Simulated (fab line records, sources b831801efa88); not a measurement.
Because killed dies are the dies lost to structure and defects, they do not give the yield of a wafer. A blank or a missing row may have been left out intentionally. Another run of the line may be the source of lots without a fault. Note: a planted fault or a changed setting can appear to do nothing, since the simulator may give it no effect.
Split-lot experiment || flow gf180mcu || 5 lots, 23 wafers read, on a route of 602 steps

THE SPLIT ITSELF
At GF_HV_LDD_IMPLANT_09, the setting doseCm2 was moved away from the recipe's 1e+14 on 11 of the 23 wafers read, by -13.1% to +15.8%. All remaining wafers had this setting at the recipe value.

FROM THE SPLIT TO THE READING: what the file shows between them, 1 step
- GF_HV_LDD_STRIP_10: strips in O2/N2

THE READING
HV_LDD_TW, at GF_HV_LDD_TW_MEAS_11. A value of 2414 with a standard deviation of 40 is what fault-free wafers of this fab line usually give.

{"wafer": "L080.1", "tool, chamber at the split": "implanter-02, 0", "doseCm2 as run": 1.158e+14, "against the recipe": "+15.8%", "HV_LDD_TW": 2541, "against lot-mates on the recipe": "+89"}
{"wafer": "L080.2", "tool, chamber at the split": "implanter-02, 0", "doseCm2 as run": 1e+14, "against the recipe": "recipe", "HV_LDD_TW": 2446, "against lot-mates on the recipe": "-"}
{"wafer": "L080.3", "tool, chamber at the split": "implanter-02, 0", "doseCm2 as run": 1e+14, "against the recipe": "recipe", "HV_LDD_TW": 2457, "against lot-mates on the recipe": "-"}
{"wafer": "L080.5", "tool, chamber at the split": "implanter-02, 0", "doseCm2 as run": 1.158e+14, "against the recipe": "+15.8%", "HV_LDD_TW": 2540, "against lot-mates on the recipe": "+88"}
{"wafer": "L080.6", "tool, chamber at the split": "implanter-02, 0", "doseCm2 as run": 1e+14, "against the recipe": "recipe", "HV_LDD_TW": 2454, "against lot-mates on the recipe": "-"}
{"wafer": "L082.1", "tool, chamber at the split": "implanter-01, 0", "doseCm2 as run": 8.688e+13, "against the recipe": "-13.1%", "HV_LDD_TW": 2326, "against lot-mates on the recipe": -90}
{"wafer": "L082.3", "tool, chamber at the split": "implanter-01, 0", "doseCm2 as run": 1e+14, "against the recipe": "recipe", "HV_LDD_TW": 2416, "against lot-mates on the recipe": "-"}
{"wafer": "L082.4", "tool, chamber at the split": "implanter-01, 0", "doseCm2 as run": 1e+14, "against the recipe": "recipe", "HV_LDD_TW": 2415, "against lot-mates on the recipe": "-"}
{"wafer": "L082.5", "tool, chamber at the split": "implanter-01, 0", "doseCm2 as run": 8.688e+13, "against the recipe": "-13.1%", "HV_LDD_TW": 2337, "against lot-mates on the recipe": -78}
{"wafer": "L082.6", "tool, chamber at the split": "implanter-01, 0", "doseCm2 as run": 8.688e+13, "against the recipe": "-13.1%", "HV_LDD_TW": 2338, "against lot-mates on the recipe": -78}
{"wafer": "L083.2", "tool, chamber at the split": "implanter-02, 0", "doseCm2 as run": 1.1e+14, "against the recipe": "+10.0%", "HV_LDD_TW": 2518, "against lot-mates on the recipe": "+61"}
{"wafer": "L083.3", "tool, chamber at the split": "implanter-02, 0", "doseCm2 as run": 1.1e+14, "against the recipe": "+10.0%", "HV_LDD_TW": 2519, "against lot-mates on the recipe": "+62"}
{"wafer": "L083.4", "tool, chamber at the split": "implanter-02, 0", "doseCm2 as run": 1e+14, "against the recipe": "recipe", "HV_LDD_TW": 2455, "against lot-mates on the recipe": "-"}
{"wafer": "L083.5", "tool, chamber at the split": "implanter-02, 0", "doseCm2 as run": 1.1e+14, "against the recipe": "+10.0%", "HV_LDD_TW": 2516, "against lot-mates on the recipe": "+59"}
{"wafer": "L083.6", "tool, chamber at the split": "implanter-02, 0", "doseCm2 as run": 1e+14, "against the recipe": "recipe", "HV_LDD_TW": 2459, "against lot-mates on the recipe": "-"}
{"wafer": "L084.3", "tool, chamber at the split": "implanter-04, 0", "doseCm2 as run": 1e+14, "against the recipe": "recipe", "HV_LDD_TW": 2352, "against lot-mates on the recipe": "-"}
{"wafer": "L084.4", "tool, chamber at the split": "implanter-04, 0", "doseCm2 as run": 1e+14, "against the recipe": "recipe", "HV_LDD_TW": 2354, "against lot-mates on the recipe": "-"}
{"wafer": "L084.6", "tool, chamber at the split": "implanter-04, 0", "doseCm2 as run": 1e+14, "against the recipe": "recipe", "HV_LDD_TW": 2362, "against lot-mates on the recipe": "-"}
{"wafer": "L085.2", "tool, chamber at the split": "implanter-01, 0", "doseCm2 as run": 1e+14, "against the recipe": "recipe", "HV_LDD_TW": 2443, "against lot-mates on the recipe": "-"}
{"wafer": "L085.3", "tool, chamber at the split": "implanter-01, 0", "doseCm2 as run": 1.066e+14, "against the recipe": "+6.6%", "HV_LDD_TW": 2484, "against lot-mates on the recipe": "+50"}
{"wafer": "L085.4", "tool, chamber at the split": "implanter-01, 0", "doseCm2 as run": 1.066e+14, "against the recipe": "+6.6%", "HV_LDD_TW": 2480, "against lot-mates on the recipe": "+46"}
{"wafer": "L085.5", "tool, chamber at the split": "implanter-01, 0", "doseCm2 as run": 1e+14, "against the recipe": "recipe", "HV_LDD_TW": 2426, "against lot-mates on the recipe": "-"}
{"wafer": "L085.6", "tool, chamber at the split": "implanter-01, 0", "doseCm2 as run": 1.066e+14, "against the recipe": "+6.6%", "HV_LDD_TW": 2488, "against lot-mates on the recipe": "+54"}

FIT RESULTS
A straight line over all 23 wafers: HV_LDD_TW changes by +7.7 for each +1% of doseCm2; r = +0.89; the points scatter about the line by 31.
The same after taking each lot's own level away (the mean of its wafers on the recipe; 23 wafers): +6.08 for each +1%; r = +0.99; scatter 6.2.
The reading moves by 96 for the largest change in doseCm2, on that fit.
The lots' own levels span 2356.0 to 2457.0, that is 2.5 times the standard deviation above.
So the lot-to-lot level changes the slope: the two fits differ.
Check: with one of the wafers moved furthest among these (+15.8%) left out of the fit, the line predicts +98.1 for it against its lot-mates. It came out at +88.7 against them.

THE OTHER SPLITS THESE WAFERS WENT THROUGH
These wafers also went through other splits before the reading. Each is held against what the fit with the lots' levels taken away leaves over:
{"other split on the same wafers": "GF_STI_CVD_23 sih4FlowSccm", "wafers away from the commonest value": 10, "r with HV_LDD_TW (lot level and that fit taken away)": -0.10}
{"other split on the same wafers": "GF_STI_WET_ETCH_28 tempC", "wafers away from the commonest value": 18, "r with HV_LDD_TW (lot level and that fit taken away)": -0.12}
{"other split on the same wafers": "GF_LVPWELL_COAT_02 spinRpm", "wafers away from the commonest value": 8, "r with HV_LDD_TW (lot level and that fit taken away)": "+0.05"}
{"other split on the same wafers": "GF_LVPWELL_DEVELOP_06 developTimeS", "wafers away from the commonest value": 5, "r with HV_LDD_TW (lot level and that fit taken away)": "+0.28"}
{"other split on the same wafers": "GF_MVSD_IMPLANT_08 doseCm2", "wafers away from the commonest value": 12, "r with HV_LDD_TW (lot level and that fit taken away)": "+0.06"}
{"other split on the same wafers": "GF_VT_IMPLANT_IMPLANT_08 doseCm2", "wafers away from the commonest value": 7, "r with HV_LDD_TW (lot level and that fit taken away)": -0.05}
{"other split on the same wafers": "GF_VT_IMPLANT_DEVELOP_17 developTimeS", "wafers away from the commonest value": 9, "r with HV_LDD_TW (lot level and that fit taken away)": "+0.16"}
{"other split on the same wafers": "GF_VT_IMPLANT_SOFTBAKE_25 tempC", "wafers away from the commonest value": 7, "r with HV_LDD_TW (lot level and that fit taken away)": "+0.20"}
{"other split on the same wafers": "GF_VT_IMPLANT_IMPLANT_30 doseCm2", "wafers away from the commonest value": 9, "r with HV_LDD_TW (lot level and that fit taken away)": "+0.23"}
{"other split on the same wafers": "GF_HV_LDD_SOFTBAKE_03 tempC", "wafers away from the commonest value": 10, "r with HV_LDD_TW (lot level and that fit taken away)": "+0.03"}

FILE'S OWN FIT
HV_LDD_TW changes by +6 for each +1% of doseCm2, r = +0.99.
